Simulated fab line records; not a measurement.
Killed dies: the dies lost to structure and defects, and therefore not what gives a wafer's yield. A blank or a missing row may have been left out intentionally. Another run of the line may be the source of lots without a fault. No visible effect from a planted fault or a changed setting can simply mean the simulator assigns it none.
fab line records -- flow gf180mcu -- part 1 of 2: steps 1 to 29 of 41
record lots=5, wafers=15, lastDay=33
route steps=602 shown CONTACT@288 M1@315
lots that met no fault: taken from a fault-free run of the same line
startH: the number of hours between the record's first day and the start of the first shown wafer of the lot -- waitH: time in hours since the lot's previous step -- " identical to the entry in the row above -- L1.1+2: a single row standing in for several wafers -- - value missing, or start not given -- * or withheld: withheld -- < > ~ a bound
route shown NAME@n: names a module that has steps shown in the file, with the first one's number in the route -- usual: mean and standard deviation over wafers with no fault -- same: alike in all rows -- chamber/n: place in a boat -- sites: readings site by site -- _std_site: how widely they spread, as a standard deviation -- _edge_site: mean of outer sites minus mean of inner sites -- radiusMm: for every site, how far away it sits from the centre of the wafer -- mask NAME#n: copy n -- behind: tool/chamber where the wafer was last shaped -- hold: what put the lot on hold/how long, in hours/how the hold closed -- device: the transistor (n, p or np) that didn't switch -- end of line: the route-end tests of the same wafers -- step lacking rows: just its recipe -- killed: count of dies lost to structure and defects at first sort (not the wafer's yield) -- map: a wafer's dies, marking killed ones x, the rest . and places with no die _
set.NAME: the setting the step ran with; set.NAME@STEP: the setting that earlier step ran with -- model.NAME: the simulator's own value behind a step, which no gauge read
lots at some steps of the route; a table a step, a row a wafer
services: the hour from which a tool's chamber was out of use, counted from the record's first day as startH (under 0 if before that day), plus the number of hours and why
## steps
# step GF_CONTACT_THK_MEAS_01
# recipe reads=SiO2_of_CONTACT_CVD_00
# usual CONTACT_CVD_00_THK=299/3.4
lot.wafer,tool,chamber,startH,waitH,CONTACT_CVD_00_THK[nm]
L079.1,filmMetro-02,-,386.67,0.0,299
L079.2,filmMetro-02,-,386.67,0.0,301
L079.5,filmMetro-02,-,386.67,0.0,304
L080.2,filmMetro-03,-,390.07,0.0,300
L080.4,filmMetro-03,-,390.07,0.0,302
L080.5,filmMetro-03,-,390.07,0.0,301
L082.2,filmMetro-02,-,410.88,0.0,304
L082.3,filmMetro-02,-,410.88,0.0,301
L082.6,filmMetro-02,-,410.88,0.0,303
L092.2,filmMetro-03,-,496.48,0.0,294
L092.4,filmMetro-03,-,496.48,0.0,296
L092.6,filmMetro-03,-,496.48,0.0,293
L093.1,filmMetro-03,-,503.95,0.0,299
L093.2,filmMetro-03,-,503.95,0.0,295
L093.6,filmMetro-03,-,503.95,0.0,302
# step GF_CONTACT_CVD_02
# recipe material=SiO2, targetThkNm=860, precursor=TEOS, tempC=400, timeS=95.992, rfW=600
# usual heaterPowerW=625/99, rfFwdPowerW=596.2/2
lot.wafer,tool,chamber,startH,waitH,heaterPowerW,rfFwdPowerW,sinceWetCleanH
L079.1,pecvd-02,1,386.73,0.1,791,592.6,212
L079.2,pecvd-02,0,386.73,0.1,584,600.9,212
L079.5,pecvd-02,2,386.73,0.1,670,592.5,-
L080.2,pecvd-03,2,390.12,0.0,642,597.7,2
L080.4,pecvd-03,0,390.12,0.0,449,595.1,-
L080.5,pecvd-03,1,390.12,0.0,554,598.0,-
L082.2,pecvd-03,0,410.93,0.0,556,594.3,23
L082.3,pecvd-03,1,410.93,0.0,580,596.4,23
L082.6,pecvd-03,1,410.93,0.0,645,600.7,-
L092.2,pecvd-04,1,496.53,0.0,653,595.4,738
L092.4,pecvd-04,1,496.53,0.0,524,591.0,-
L092.6,pecvd-04,2,496.53,0.0,516,596.8,-
L093.1,pecvd-02,2,504.01,0.1,653,595.0,329
L093.2,pecvd-02,0,504.01,0.1,558,596.2,329
L093.6,pecvd-02,1,504.01,0.1,800,594.4,-
# step GF_CONTACT_THK_MEAS_03
# recipe reads=SiO2_of_CONTACT_CVD_02
# usual CONTACT_CVD_02_THK=860/11
lot.wafer,tool,chamber,startH,waitH,CONTACT_CVD_02_THK[nm]
L079.1,filmMetro-01,-,386.80,0.0,847
L079.2,filmMetro-01,-,386.80,0.0,846
L079.5,filmMetro-01,-,386.80,0.0,859
L080.2,filmMetro-01,-,390.20,0.0,865
L080.4,filmMetro-01,-,390.20,0.0,876
L080.5,filmMetro-01,-,390.20,0.0,878
L082.2,filmMetro-02,-,411.01,0.0,855
L082.3,filmMetro-02,-,411.01,0.0,855
L082.6,filmMetro-02,-,411.01,0.0,860
L092.2,filmMetro-02,-,496.61,0.0,846
L092.4,filmMetro-02,-,496.61,0.0,863
L092.6,filmMetro-02,-,496.61,0.0,858
L093.1,filmMetro-02,-,504.08,0.0,853
L093.2,filmMetro-02,-,504.08,0.0,849
L093.6,filmMetro-02,-,504.08,0.0,863
# step GF_CONTACT_CMP_04
# recipe material=SiO2, downForcePsi=4, platenRpm=60, padVelocityMS=0.94248
# usual motorCurrentA=12.0/1.4, timeToEndpointS=111/4.8
lot.wafer,tool,chamber,startH,waitH,motorCurrentA,timeToEndpointS
L079.2,cmp-02,0,386.86,0.0,10.7,111
L079.1,cmp-02,2,386.86,0.0,13.2,107
L079.5,cmp-02,0,386.86,0.0,10.4,113
L080.4,cmp-01,2,390.35,0.1,12.3,111
L080.2,cmp-01,3,390.35,0.1,11.3,108
L080.5,cmp-01,0,390.35,0.1,11.1,114
L082.3,cmp-02,2,411.06,0.0,12.1,110
L082.2,cmp-02,0,411.06,0.0,10.2,111
L082.6,cmp-02,2,411.06,0.0,12.9,110
L092.2,cmp-02,1,496.76,0.1,11.9,104
L092.4,cmp-02,2,496.76,0.1,13.3,111
L092.6,cmp-02,3,496.76,0.1,14.8,109
L093.1,cmp-02,1,504.14,0.1,12.0,108
L093.2,cmp-02,3,504.14,0.1,14.8,109
L093.6,cmp-02,1,504.14,0.1,11.9,112
# step GF_CONTACT_BOW_MEAS_05
# recipe mode=bow
# usual CONTACT_BOW=65/6.6
lot.wafer,tool,chamber,startH,waitH,CONTACT_BOW[um]
L079.1,filmMetro-03,-,387.16,0.1,49
L079.2,filmMetro-03,-,387.16,0.1,59
L079.5,filmMetro-03,-,387.16,0.1,53
L080.2,filmMetro-01,-,390.57,0.1,67
L080.4,filmMetro-01,-,390.57,0.1,61
L080.5,filmMetro-01,-,390.57,0.1,79
L082.2,filmMetro-02,-,411.38,0.2,71
L082.3,filmMetro-02,-,411.38,0.2,82
L082.6,filmMetro-02,-,411.38,0.2,70
L092.2,filmMetro-03,-,496.98,0.2,58
L092.4,filmMetro-03,-,496.98,0.2,54
L092.6,filmMetro-03,-,496.98,0.2,52
L093.1,filmMetro-01,-,504.44,0.2,64
L093.2,filmMetro-01,-,504.44,0.2,80
L093.6,filmMetro-01,-,504.44,0.2,71
# step GF_CONTACT_DEHYDRATE_06
# recipe tempC=200, timeS=60
lot.wafer,tool,chamber,startH,waitH
L079.1+2+5,lithoTrack-04,0,398.19,11.0
L080.2+4+5,lithoTrack-04,0,401.42,10.8
L082.2+3+6,lithoTrack-03,0,422.92,11.5
L092.2+4+6,lithoTrack-03,0,508.07,11.1
L093.1+2+6,lithoTrack-03,0,515.59,11.1
# step GF_CONTACT_HMDS_07
# recipe primeTimeS=60, primeTempC=120
lot.wafer,tool,chamber,startH,waitH
L079.1+2+5,lithoTrack-04,0,398.34,0.1
L080.2+4+5,lithoTrack-04,0,401.57,0.1
L082.2+3+6,lithoTrack-03,0,423.07,0.1
L092.2+4+6,lithoTrack-03,0,508.22,0.1
L093.1+2+6,lithoTrack-03,0,515.74,0.1
# step GF_CONTACT_COAT_08
# recipe resist=BARC, tempC=withheld, timeS=withheld, spinRpm=withheld, resistThkNm=withheld
lot.wafer,tool,chamber,startH,waitH
L079.1+2+5,lithoTrack-04,0,398.49,0.1
L080.2+4+5,lithoTrack-04,0,401.72,0.1
L082.2+3+6,lithoTrack-03,0,423.22,0.1
L092.2+4+6,lithoTrack-03,0,508.37,0.1
L093.1+2+6,lithoTrack-03,0,515.89,0.1
# step GF_CONTACT_COAT_09
# recipe resist=KrF, spinRpm=withheld, resistThkNm=1000
lot.wafer,tool,chamber,startH,waitH
L079.1+2+5,lithoTrack-04,0,-,-
L080.2+4+5,lithoTrack-04,0,-,-
L082.2+3+6,lithoTrack-03,0,-,-
L092.2+4+6,lithoTrack-03,0,-,-
L093.1+2+6,lithoTrack-03,0,-,-
# step GF_CONTACT_SOFTBAKE_10
# recipe tempC=130, timeS=60, resist=KrF
lot.wafer,tool,chamber,startH,waitH
L079.1+2+5,lithoTrack-04,0,-,-
L080.2+4+5,lithoTrack-04,0,-,-
L082.2+3+6,lithoTrack-03,0,-,-
L092.2+4+6,lithoTrack-03,0,-,-
L093.1+2+6,lithoTrack-03,0,-,-
# step GF_CONTACT_EXPOSE_11
# recipe maskId=Contact, targetCdNm=220, na=0.68, sourceShape=conventional, sigmaOuter=0.6, doseMj=38
# usual focusOffsetNm=0.0/0.45
# same sigmaOuter=0.6
lot.wafer,tool,chamber,startH,waitH,mask,focusOffsetNm
L079.1,krfScanner-01,0,-,-,Contact#0,-0.3
L079.2,krfScanner-01,0,-,-,Contact#0,-0.2
L079.5,krfScanner-01,0,-,-,Contact#0,-0.3
L080.2,krfScanner-02,0,-,-,Contact#0,-0.4
L080.4,krfScanner-02,0,-,-,Contact#0,-0.1
L080.5,krfScanner-02,0,-,-,Contact#0,-0.4
L082.2,krfScanner-02,0,-,-,Contact#0,0.3
L082.3,krfScanner-02,0,-,-,Contact#0,-0.1
L082.6,krfScanner-02,0,-,-,Contact#0,0.0
L092.2,krfScanner-01,0,-,-,Contact#0,0.8
L092.4,krfScanner-01,0,-,-,Contact#0,-0.2
L092.6,krfScanner-01,0,-,-,Contact#0,0.2
L093.1,krfScanner-02,0,-,-,Contact#0,-0.2
L093.2,krfScanner-02,0,-,-,Contact#0,0.5
L093.6,krfScanner-02,0,-,-,Contact#0,-0.9
# step GF_CONTACT_PEB_12
# recipe pebTempC=135, pebTimeS=90, resist=KrF
# same pebTimeS=90
lot.wafer,tool,chamber,startH,waitH
L079.1+2+5,lithoTrack-03,0,-,-
L080.2+4+5,lithoTrack-03,0,-,-
L082.2+3+6,lithoTrack-03,0,-,-
L092.2+4+6,lithoTrack-04,0,-,-
L093.1+2+6,lithoTrack-03,0,-,-
# step GF_CONTACT_DEVELOP_13
# recipe developTimeS=60, resist=KrF, devTempC=21
lot.wafer,tool,chamber,startH,waitH
L079.1+2+5,lithoTrack-03,0,410.04,0.2
L080.2+4+5,lithoTrack-03,0,413.52,0.2
L082.2+3+6,lithoTrack-03,0,436.12,0.2
L092.2+4+6,lithoTrack-04,0,520.82,0.2
L093.1+2+6,lithoTrack-03,0,527.74,0.2
# step GF_CONTACT_CD_MEAS_14
# recipe targetCdNm=220
# usual cdNm=219.6/1.7
lot.wafer,tool,chamber,startH,waitH,cdNm
L079.1,cdSem-01,-,410.19,0.1,220.2
L079.2,cdSem-01,-,410.19,0.1,222.0
L079.5,cdSem-01,-,410.19,0.1,220.5
L080.2,cdSem-02,-,413.66,0.1,219.1
L080.4,cdSem-02,-,413.66,0.1,216.4
L080.5,cdSem-02,-,413.66,0.1,216.4
L082.2,cdSem-02,-,436.26,0.1,220.7
L082.3,cdSem-02,-,436.26,0.1,221.1
L082.6,cdSem-02,-,436.26,0.1,221.5
L092.2,cdSem-01,-,520.96,0.1,221.9
L092.4,cdSem-01,-,520.96,0.1,219.8
L092.6,cdSem-01,-,520.96,0.1,220.5
L093.1,cdSem-01,-,527.89,0.1,219.5
L093.2,cdSem-01,-,527.89,0.1,218.9
L093.6,cdSem-01,-,527.89,0.1,219.8
# step GF_CONTACT_OVL_MEAS_15
# usual CONTACT_OVL=-3/5.7
lot.wafer,tool,chamber,startH,waitH,CONTACT_OVL[nm]
L079.1,overlay-01,-,410.31,0.1,-8
L079.2,overlay-01,-,410.31,0.1,-13
L079.5,overlay-01,-,410.31,0.1,-2
L080.2,overlay-02,-,413.77,0.1,-1
L080.4,overlay-02,-,413.77,0.1,-1
L080.5,overlay-02,-,413.77,0.1,-5
L082.2,overlay-01,-,436.37,0.1,-2
L082.3,overlay-01,-,436.37,0.1,5
L082.6,overlay-01,-,436.37,0.1,-1
L092.2,overlay-01,-,521.07,0.1,-2
L092.4,overlay-01,-,521.07,0.1,-7
L092.6,overlay-01,-,521.07,0.1,-5
L093.1,overlay-02,-,528.01,0.1,6
L093.2,overlay-02,-,528.01,0.1,5
L093.6,overlay-02,-,528.01,0.1,6
# step GF_CONTACT_ETCH_16
# recipe chemistry=N2/H2, targetDepthA=withheld, overetchA=withheld, timeS=withheld, target=BARC, ionEnergyEv=200, sourceW=500, biasW=100, pressureMtorr=30, n2FlowSccm=100, h2FlowSccm=200
# usual drypumpMotorCurrentA=5.6/0.4, oesProductAu=0.855/0.0052, rfFwdPowerW=495.0/2.1, throttleValvePct=13.224/0.0094
lot.wafer,tool,chamber,startH,waitH,drypumpMotorCurrentA,oesProductAu,rfFwdPowerW,throttleValvePct
L079.1,rieDiel-04,2,410.35,0.0,5.2,0.854,497.0,13.238
L079.2,rieDiel-04,1,410.35,0.0,5.8,0.860,492.8,13.233
L079.5,rieDiel-04,1,410.35,0.0,5.8,0.854,492.2,13.227
L080.2,rieDiel-02,2,413.80,0.0,6.1,0.851,494.7,13.233
L080.4,rieDiel-02,1,413.80,0.0,4.7,0.855,493.6,13.236
L080.5,rieDiel-02,2,413.80,0.0,6.2,0.858,495.2,13.224
L082.2,rieDiel-02,3,436.40,0.0,5.3,0.853,498.0,13.232
L082.3,rieDiel-02,1,436.40,0.0,4.7,0.854,495.9,13.219
L082.6,rieDiel-02,1,436.40,0.0,4.7,0.856,494.4,13.212
L092.2,rieDiel-01,1,521.10,0.0,5.9,0.854,497.5,13.235
L092.4,rieDiel-01,0,521.10,0.0,5.5,0.861,494.4,13.225
L092.6,rieDiel-01,0,521.10,0.0,5.5,0.850,495.3,13.228
L093.1,rieDiel-02,2,528.05,0.0,6.1,0.846,494.3,13.235
L093.2,rieDiel-02,1,528.05,0.0,4.7,0.855,492.6,13.222
L093.6,rieDiel-02,1,528.05,0.0,4.8,0.860,495.2,13.230
# step GF_CONTACT_ETCH_17
# recipe chemistry=C4F8/O2/Ar, maskMaterial=KrF, target=SiO2, stopOn=CoSi2, sourceW=1500, biasW=1200, pressureMtorr=40, c4f8FlowSccm=withheld, O2_flow_sccm=6, Ar_flow_sccm=300, timeS=withheld, targetDepthA=8600
# usual oesProductAu=0.814/0.0051, rfFwdPowerW=1494/4.3
lot.wafer,tool,chamber,startH,waitH,oesProductAu,rfFwdPowerW
L079.1,rieDiel-04,2,-,-,0.823,1495
L079.2,rieDiel-04,1,-,-,0.814,1487
L079.5,rieDiel-04,1,-,-,0.821,1492
L080.2,rieDiel-02,2,-,-,0.820,1491
L080.4,rieDiel-02,1,-,-,0.808,1495
L080.5,rieDiel-02,2,-,-,0.823,1496
L082.2,rieDiel-02,3,-,-,0.814,1497
L082.3,rieDiel-02,1,-,-,0.818,1492
L082.6,rieDiel-02,1,-,-,0.824,1487
L092.2,rieDiel-01,1,-,-,0.816,1495
L092.4,rieDiel-01,0,-,-,0.809,1485
L092.6,rieDiel-01,0,-,-,0.815,1495
L093.1,rieDiel-02,2,-,-,0.819,1496
L093.2,rieDiel-02,1,-,-,0.810,1496
L093.6,rieDiel-02,1,-,-,0.811,1499
# step GF_CONTACT_STRIP_18
# recipe chemistry=O2/N2, powerW=1400, pressureMtorr=1500, platenTempC=250, o2FlowSccm=3000, n2FlowSccm=300, overashFraction=0.5
# usual drypumpMotorCurrentA=5.7/0.51, heaterPowerW=316/50, oesProductAu=0.580/0.0045
lot.wafer,tool,chamber,startH,waitH,drypumpMotorCurrentA,heaterPowerW,oesProductAu,rfHoursCounterH
L079.1,plasmaAsher-01,0,410.51,-,5.5,287,0.578,30
L079.2,plasmaAsher-01,1,410.51,-,5.1,346,0.575,30
L079.5,plasmaAsher-01,1,410.51,-,5.0,349,0.579,-
L080.2,plasmaAsher-03,0,413.96,-,6.2,249,0.581,77
L080.4,plasmaAsher-03,0,413.96,-,6.2,250,0.570,-
L080.5,plasmaAsher-03,0,413.96,-,6.2,255,0.579,-
L082.2,plasmaAsher-03,1,436.56,-,6.5,359,0.574,80
L082.3,plasmaAsher-03,0,436.56,-,6.3,250,0.584,-
L082.6,plasmaAsher-03,0,436.56,-,6.3,249,0.582,-
L092.2,plasmaAsher-03,1,521.26,-,6.5,360,0.577,90
L092.4,plasmaAsher-03,0,521.26,-,6.2,247,0.582,-
L092.6,plasmaAsher-03,0,521.26,-,6.3,250,0.579,-
L093.1,plasmaAsher-02,1,528.21,-,6.0,268,0.588,9
L093.2,plasmaAsher-02,0,528.21,-,5.4,381,0.581,9
L093.6,plasmaAsher-02,0,528.21,-,5.4,382,0.580,-
# step GF_CONTACT_CLEAN_19
# recipe chemistry=SPM
lot.wafer,tool,chamber,startH,waitH
L079.1+2+5,wetBench-01,0,410.61,0.1
L080.2+4+5,wetBench-04,0,414.06,0.1
L082.2+3+6,wetBench-04,2,436.66,0.1
L092.2+4+6,wetBench-04,0,521.36,0.1
L093.1+2+6,wetBench-02,2,528.31,0.1
# step GF_CONTACT_CLEAN_20
# recipe chemistry=DIW
lot.wafer,tool,chamber,startH,waitH
L079.1+2+5,wetBench-02,3,410.70,0.0
L080.2+4+5,wetBench-02,2,414.15,0.0
L082.2+3+6,wetBench-01,2,436.76,0.0
L092.2+4+6,wetBench-01,3,521.45,0.0
L093.1+2+6,wetBench-04,1,528.40,0.0
# step GF_CONTACT_CLEAN_21
# recipe chemistry=dHF, timeS=20, dilution=100:1, dry=ipaMarangoni
lot.wafer,tool,chamber,startH,waitH
L079.1+2+5,wetBench-04,3,410.80,0.0
L080.2+4+5,wetBench-04,1,414.25,0.0
L082.2+3+6,wetBench-02,3,436.85,0.0
L092.2+4+6,wetBench-02,0,521.54,0.0
L093.1+2+6,wetBench-02,0,528.49,0.0
# step GF_CONTACT_SPUTTER_22
# recipe material=Ti, targetThkNm=15, chamberPressurePa=5, powerW=2500, substrateTempC=200, timeS=80.02
# usual throttleValvePct=30.3/0.68
lot.wafer,tool,chamber,startH,waitH,throttleValvePct
L079.1,pvdSputter-04,-,410.82,0.0,30.4
L079.2,pvdSputter-04,-,410.82,0.0,28.8
L079.5,pvdSputter-04,-,410.82,0.0,30.2
L080.2,pvdSputter-04,-,414.27,0.0,30.5
L080.4,pvdSputter-04,-,414.27,0.0,28.7
L080.5,pvdSputter-04,-,414.27,0.0,30.4
L082.2,pvdSputter-04,-,436.87,0.0,30.1
L082.3,pvdSputter-04,-,436.87,0.0,30.4
L082.6,pvdSputter-04,-,436.87,0.0,28.7
L092.2,pvdSputter-03,-,521.56,0.0,30.8
L092.4,pvdSputter-03,-,521.56,0.0,30.5
L092.6,pvdSputter-03,-,521.56,0.0,31.4
L093.1,pvdSputter-03,-,528.51,0.0,30.4
L093.2,pvdSputter-03,-,528.51,0.0,30.8
L093.6,pvdSputter-03,-,528.51,0.0,31.8
# step GF_CONTACT_SPUTTER_23
# recipe material=TiN, targetThkNm=10, chamberPressurePa=5, powerW=4000, timeS=40
# usual throttleValvePct=30.3/0.69
lot.wafer,tool,chamber,startH,waitH,throttleValvePct
L079.1,pvdSputter-04,-,410.88,0.0,30.4
L079.2,pvdSputter-04,-,410.88,0.0,28.6
L079.5,pvdSputter-04,-,410.88,0.0,30.1
L080.2,pvdSputter-04,-,414.33,0.0,30.2
L080.4,pvdSputter-04,-,414.33,0.0,28.5
L080.5,pvdSputter-04,-,414.33,0.0,30.3
L082.2,pvdSputter-04,-,436.93,0.0,30.4
L082.3,pvdSputter-04,-,436.93,0.0,30.2
L082.6,pvdSputter-04,-,436.93,0.0,28.5
L092.2,pvdSputter-03,-,521.62,0.0,31.2
L092.4,pvdSputter-03,-,521.62,0.0,30.3
L092.6,pvdSputter-03,-,521.62,0.0,31.5
L093.1,pvdSputter-03,-,528.57,0.0,30.6
L093.2,pvdSputter-03,-,528.57,0.0,31.0
L093.6,pvdSputter-03,-,528.57,0.0,31.3
# step GF_CONTACT_CVD_24
# recipe material=W, targetThkNm=300, timeS=90.339, tempC=400, pressureTorr=40
# usual heaterPowerW=862/58
lot.wafer,tool,chamber,startH,waitH,heaterPowerW,sinceWetCleanH
L079.1,cvdW-01,0,410.92,0.0,850,507
L079.2,cvdW-01,1,410.92,0.0,837,507
L079.5,cvdW-01,1,410.92,0.0,814,-
L080.2,cvdW-02,0,414.37,0.0,973,10
L080.4,cvdW-02,0,414.37,0.0,984,-
L080.5,cvdW-02,1,414.37,0.0,873,-
L082.2,cvdW-01,0,437.00,0.1,835,-
L082.3,cvdW-01,0,437.00,0.1,863,-
L082.6,cvdW-01,0,437.00,0.1,832,-
L092.2,cvdW-01,1,521.66,0.0,838,618
L092.4,cvdW-01,1,521.66,0.0,843,-
L092.6,cvdW-01,1,521.66,0.0,827,-
L093.1,cvdW-02,0,528.61,0.0,995,125
L093.2,cvdW-02,1,528.61,0.0,861,125
L093.6,cvdW-02,1,528.61,0.0,864,-
# step GF_CONTACT_RS_MEAS_25
# recipe thkMeasGauge=four-point-probe, reads=W_of_CONTACT_CVD_24+TiN_of_CONTACT_SPUTTER_23+Ti_of_CONTACT_SPUTTER_22
# usual CONTACT_W_RS=0.380/0.0037
lot.wafer,tool,chamber,startH,waitH,CONTACT_W_RS[ohm/sq]
L079.1,filmMetro-03,-,411.02,0.1,0.378
L079.2,filmMetro-03,-,411.02,0.1,0.375
L079.5,filmMetro-03,-,411.02,0.1,0.375
L080.2,filmMetro-03,-,414.49,0.1,0.382
L080.4,filmMetro-03,-,414.49,0.1,0.380
L080.5,filmMetro-03,-,414.49,0.1,0.382
L082.2,filmMetro-03,-,437.19,0.2,0.378
L082.3,filmMetro-03,-,437.19,0.2,0.381
L082.6,filmMetro-03,-,437.19,0.2,0.375
L092.2,filmMetro-02,-,521.78,0.1,0.383
L092.4,filmMetro-02,-,521.78,0.1,0.377
L092.6,filmMetro-02,-,521.78,0.1,0.376
L093.1,filmMetro-02,-,528.71,0.1,0.383
L093.2,filmMetro-02,-,528.71,0.1,0.386
L093.6,filmMetro-02,-,528.71,0.1,0.382
# step GF_CONTACT_THK_MEAS_26
# recipe thkMeasGauge=xrf, reads=W_of_CONTACT_CVD_24
# usual CONTACT_W_THK=311/3.5
lot.wafer,tool,chamber,startH,waitH,CONTACT_W_THK[nm]
L079.1,filmMetro-03,-,411.14,0.1,314
L079.2,filmMetro-03,-,411.14,0.1,317
L079.5,filmMetro-03,-,411.14,0.1,315
L080.2,filmMetro-03,-,414.60,0.1,311
L080.4,filmMetro-03,-,414.60,0.1,311
L080.5,filmMetro-03,-,414.60,0.1,311
L082.2,filmMetro-03,-,437.30,0.1,312
L082.3,filmMetro-03,-,437.30,0.1,307
L082.6,filmMetro-03,-,437.30,0.1,313
L092.2,filmMetro-02,-,521.89,0.1,310
L092.4,filmMetro-02,-,521.89,0.1,316
L092.6,filmMetro-02,-,521.89,0.1,317
L093.1,filmMetro-02,-,528.83,0.1,311
L093.2,filmMetro-02,-,528.83,0.1,307
L093.6,filmMetro-02,-,528.83,0.1,311
# step GF_CONTACT_CMP_27
# recipe stopOn=SiO2, downForcePsi=3.5, platenRpm=60, tOverpolishS=15, targetThkNm=0, padVelocityMS=0.94248
# usual motorCurrentA=10.9/1.1, overpolishRunS=15.000/0.0091, timeToEndpointS=72.6/2.3
lot.wafer,tool,chamber,startH,waitH,motorCurrentA,overpolishRunS,timeToEndpointS
L079.1,cmp-02,2,411.36,0.2,12.2,15.006,70.6
L079.2,cmp-02,1,411.36,0.2,11.1,15.012,75.8
L079.5,cmp-02,2,411.36,0.2,12.0,15.001,71.8
L080.2,cmp-01,2,414.65,0.0,10.7,14.995,68.8
L080.4,cmp-01,3,414.65,0.0,10.1,15.002,70.8
L080.5,cmp-01,2,414.65,0.0,11.5,15.002,72.0
L082.2,cmp-01,1,437.40,0.1,10.8,15.006,73.2
L082.3,cmp-01,3,437.40,0.1,10.1,14.993,72.8
L082.6,cmp-01,0,437.40,0.1,10.5,15.003,73.1
L092.4,cmp-01,1,521.94,0.0,10.3,15.000,73.6
L092.2,cmp-01,3,521.94,0.0,11.0,15.009,70.7
L092.6,cmp-01,2,521.94,0.0,11.1,15.004,71.4
L093.1,cmp-02,2,528.99,0.1,12.0,14.994,72.0
L093.2,cmp-02,3,528.99,0.1,13.3,14.993,67.2
L093.6,cmp-02,0,528.99,0.1,9.3,15.003,71.7
# step GF_M1_SPUTTER_00
# recipe material=Ti, targetThkNm=37.5, arrivingIonEnergyEv=80, substrateTempC=200, chamberPressurePa=2, powerW=4000, timeS=150
# usual throttleValvePct=30.1/0.7
lot.wafer,tool,chamber,startH,waitH,throttleValvePct
L079.1,pvdSputter-01,-,411.66,0.2,30.3
L079.2,pvdSputter-01,-,411.66,0.2,30.3
L079.5,pvdSputter-01,-,411.66,0.2,29.7
L080.2,pvdSputter-01,-,414.95,0.2,29.8
L080.4,pvdSputter-01,-,414.95,0.2,30.1
L080.5,pvdSputter-01,-,414.95,0.2,30.2
L082.2,pvdSputter-01,-,437.65,0.2,30.6
L082.3,pvdSputter-01,-,437.65,0.2,29.3
L082.6,pvdSputter-01,-,437.65,0.2,30.0
L092.2,pvdSputter-04,-,522.24,0.1,28.7
L092.4,pvdSputter-04,-,522.24,0.1,30.6
L092.6,pvdSputter-04,-,522.24,0.1,30.5
L093.1,pvdSputter-03,-,529.19,0.1,31.5
L093.2,pvdSputter-03,-,529.19,0.1,30.4
L093.6,pvdSputter-03,-,529.19,0.1,29.3
# step GF_M1_SPUTTER_01
# recipe material=TiN, targetThkNm=30, powerW=6500, timeS=25, chamberPressurePa=0.4
# usual throttleValvePct=30.1/0.7
lot.wafer,tool,chamber,startH,waitH,throttleValvePct
L079.1,pvdSputter-01,-,411.76,0.1,30.2
L079.2,pvdSputter-01,-,411.76,0.1,30.5
L079.5,pvdSputter-01,-,411.76,0.1,30.1
L080.2,pvdSputter-01,-,415.05,0.1,30.0
L080.4,pvdSputter-01,-,415.05,0.1,29.9
L080.5,pvdSputter-01,-,415.05,0.1,30.4
L082.2,pvdSputter-01,-,437.75,0.1,30.2
L082.3,pvdSputter-01,-,437.75,0.1,29.3
L082.6,pvdSputter-01,-,437.75,0.1,30.0
L092.2,pvdSputter-04,-,522.34,0.1,28.8
L092.4,pvdSputter-04,-,522.34,0.1,30.4
L092.6,pvdSputter-04,-,522.34,0.1,30.5
L093.1,pvdSputter-03,-,529.29,0.1,31.8
L093.2,pvdSputter-03,-,529.29,0.1,30.4
L093.6,pvdSputter-03,-,529.29,0.1,29.4
